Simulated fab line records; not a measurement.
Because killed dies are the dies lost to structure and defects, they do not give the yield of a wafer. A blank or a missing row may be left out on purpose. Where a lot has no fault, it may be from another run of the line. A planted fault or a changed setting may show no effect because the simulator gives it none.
Which tool was responsible? + flow sky130 + 12 lots (36 wafers sampled), 1 step of a 708-step route

WHAT THE GAUGES SHOWED, per wafer
SKY_LOCAL_INTERCONNECT_OVL_MEAS_12.
| lot  | measured     | on         | LOCAL_INTERCONNECT_OVL (nm) |
|------|--------------|------------|-----------------------------|
| L075 | day 30 19:52 | overlay-02 | 3 -1 2                      |
| L077 | day 31 08:33 | overlay-01 | -12 -9 -8                   |
| L079 | day 32 02:12 | overlay-02 | 0 -6 1                      |
| L081 | day 32 23:14 | overlay-02 | -5 -4 0                     |
| L083 | day 33 18:32 | overlay-01 | -3 0 -2                     |
| L085 | day 34 04:34 | overlay-02 | -8 -4 -12                   |
| L087 | day 34 13:10 | overlay-01 | 0 -3 -4                     |
| L089 | day 35 18:37 | overlay-01 | -7 -6 -3                    |
| L091 | day 36 02:25 | overlay-01 | 4 -1 2                      |
| L093 | day 36 13:17 | overlay-01 | -1 -8 -7                    |
| L095 | day 37 01:55 | overlay-02 | -4 -4 -5                    |
| L097 | day 37 10:23 | overlay-01 | -5 -13 -8                   |

WHICH TOOL RAN EACH LOT (tool, then ch and the chambers of the sampled wafers, then the start)
No process step before these readings appears in the record.

THE ANSWER, worked out from the rows above alone
Rule: usual is defined by the lots themselves. The widest of any qualifying gaps counts: lots, ordered by their means at a reading, are off when they make up no more than a third of the lots, leave a main group of 4 or more, and stand apart from it by 3 or more times the standard deviation of that group's means. If all means in a main group match to the digits the tables above print for the reading, that group is not used. Also off: a lot with no number at a reading for which 4 or more lots have one. Where the step has rows for the other lots, those lots are counted as sound.
No lot is off at any reading shown: from this, nothing can be told.

WHAT THE SIMULATOR HAD PUT IN
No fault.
